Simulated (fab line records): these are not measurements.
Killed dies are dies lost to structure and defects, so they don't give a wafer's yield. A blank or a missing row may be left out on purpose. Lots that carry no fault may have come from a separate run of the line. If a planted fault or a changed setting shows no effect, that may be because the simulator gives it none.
One fault seen from 2 desks + flow sfq_line + what lay behind the numbers comes last; until then each desk has only its own

FROM THE METROLOGY DESK
What the gauges read, lot by lot, whatever tool the lot ran on: means of the sampled wafers that have a number. If a lot's mean is further than 4 standard deviations from the usual mean, the lot is out of limits and carries the mark OUT (the distance appears in the brackets).
Columns: A = M8_AU_RS at SFQ_M8_RS_MEAS_949, usual 0.1536 ohm/sq
| lot  | first seen here | A      |
|------|-----------------|--------|
| L808 | day 77 08:04    | 0.1526 |
| L810 | day 77 12:52    | 0.1534 |
| L813 | day 80 12:13    | 0.1514 |
| L815 | day 81 20:28    | 0.1543 |
| L816 | day 81 22:58    | 0.1554 |
| L818 | day 84 18:18    | 0.1547 |
| L820 | day 85 02:43    | 0.1570 |
| L821 | day 85 06:18    | 0.1518 |
| L822 | day 85 12:04    | 0.1551 |
| L823 | day 85 17:59    | 0.1547 |
| L824 | day 85 19:10    | 0.1531 |
| L826 | day 86 03:34    | 0.1543 |
| L827 | day 86 04:46    | 0.1533 |
| L829 | day 86 14:23    | 0.1507 |
Finding of this desk: none of the 14 lots has anything out of limits.

TOOL OWNER'S DESK, pecvd-02
The tool's own readings at SFQ_TRILAYER_I0_DEP_PECVD_027 (deposits SiO2 from SiH4/N2O, time 111.11 s, target thk 500 nm): means of the sampled wafers that have a number, for each lot that ran on this tool. If a lot's mean is further than 4 standard deviations from the usual mean, the lot is out of limits and carries the mark OUT (the distance appears in the brackets).
Columns: A = heater_power_w at SFQ_TRILAYER_I0_DEP_PECVD_027, usual 86 W; B = rf_fwd_power_W at SFQ_TRILAYER_I0_DEP_PECVD_027, usual 182.2 W; C = throttle_valve_pct at SFQ_TRILAYER_I0_DEP_PECVD_027, usual 24.1 %
| lot  | first seen here | A  | B               | C    |
|------|-----------------|----|-----------------|------|
| L810 | day 12 21:23    | 89 | 182.3           | 22.4 |
| L813 | day 13 19:59    | 96 | 182.5           | 22.8 |
| L816 | day 14 16:07    | 72 | 182.7           | 23.0 |
| L818 | day 15 09:50    | 96 | 182.0           | 22.9 |
| L820 | day 16 04:05    | 86 | 211.7 (+48) OUT | 23.0 |
| L821 | day 16 15:01    | 80 | 212.0 (+48) OUT | 23.0 |
| L826 | day 19 19:50    | 81 | 182.0           | 23.0 |
| L827 | day 20 09:46    | 92 | 182.3           | 23.2 |
Finding of this desk: L820, L821 out of limits; the first was L820 at day 16 04:05, on rf_fwd_power_W at SFQ_TRILAYER_I0_DEP_PECVD_027. Within limits: L810, L813, L816, L818, L826, L827.

BROUGHT TOGETHER
The tool owner's desk could have raised an alarm at day 16 04:05, on L820, L821.
At the metrology desk, nothing out of limits was observed.
The metrology desk holds a record of L820, L821, inside its limits.
All the named lots went through SFQ_TRILAYER_I0_DEP_PECVD_027 on pecvd-02.

WHAT HAD BEEN PUT IN BY THE SIMULATOR
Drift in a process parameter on pecvd-02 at SFQ_TRILAYER_I0_DEP_PECVD_027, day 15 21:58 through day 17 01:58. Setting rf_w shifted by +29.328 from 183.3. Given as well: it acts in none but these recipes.
Struck lots among those shown: L820, L821.
Each desk's first reading out of limits, in hours after the fault started: the tool owner's desk, 6.
